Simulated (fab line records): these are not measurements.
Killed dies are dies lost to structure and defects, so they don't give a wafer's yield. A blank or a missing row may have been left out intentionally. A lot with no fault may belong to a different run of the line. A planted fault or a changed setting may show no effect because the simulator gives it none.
A single fault, viewed from 2 desks ; flow gf180mcu ; each desk holds nothing but its own numbers, with what lay behind them at the end

## TOOL OWNER'S DESK, lithoTrack-04
The tool's own readings at GF_MVPSD_COAT_02 (resist thk 3000 nm): means of the sampled wafers that have a number, for each lot that ran on this tool. Marked OUT: a lot whose mean sits more than 4 standard deviations from the usual mean, which makes it out of limits; the brackets give that distance.
Columns: A = exhaustPa at GF_MVPSD_COAT_02, usual 45.0 Pa
lot;first seen here;A
L293;day 4 16:23;44.8
L299;day 6 06:04;44.6
L302;day 6 23:16;45.4
L304;day 7 10:40;45.0
L315;day 10 02:19;45.3
L316;day 10 08:53;44.2
This desk's verdict: no lot among the 6 shows anything out of limits.

## METROLOGY DESK
Lot by lot, what the gauges showed, no matter which tool ran the lot: averages of those sampled wafers that carry a number. Marked OUT: a lot whose mean sits more than 4 standard deviations from the usual mean, which makes it out of limits; the brackets give that distance.
Columns: A = STI_OXIDATION_02_THK at GF_STI_THK_MEAS_30, usual 10.08 nm; B = LVPWELL_TW at GF_LVPWELL_TW_MEAS_11, usual 565.6; C = VT_IMPLANT_2_TW at GF_VT_IMPLANT_TW_MEAS_21, usual 1222
lot;first seen here;A;B;C
L293;day 2 04:55;10.09;568.4;1204
L294;day 2 11:55;9.65;561.3;1201
L296;day 2 21:55;10.25;563.2;1231
L299;day 3 14:49;9.92;565.5;1232
L302;day 4 05:13;10.10;568.3;1243
L304;day 4 16:10;10.16;567.0;1214
L306;day 5 02:35;10.21;566.7;1211
L310;day 5 21:57;10.51;564.3;1204
L311;day 6 00:47;9.96;565.2;1203
L312;day 6 11:01;10.25;565.1;1210
L313;day 6 17:22;9.96;569.9;1211
L314;day 6 20:45;10.22;569.1;1234
L315;day 6 23:37;10.06;563.8;1224
L316;day 7 04:06;10.01;564.2;1216
This desk's verdict: no lot among the 14 shows anything out of limits.

## TAKEN TOGETHER
Nothing out of limits was seen by the tool owner's desk.
At the metrology desk, nothing out of limits was observed.

## WHAT WAS PUT IN BY THE SIMULATOR
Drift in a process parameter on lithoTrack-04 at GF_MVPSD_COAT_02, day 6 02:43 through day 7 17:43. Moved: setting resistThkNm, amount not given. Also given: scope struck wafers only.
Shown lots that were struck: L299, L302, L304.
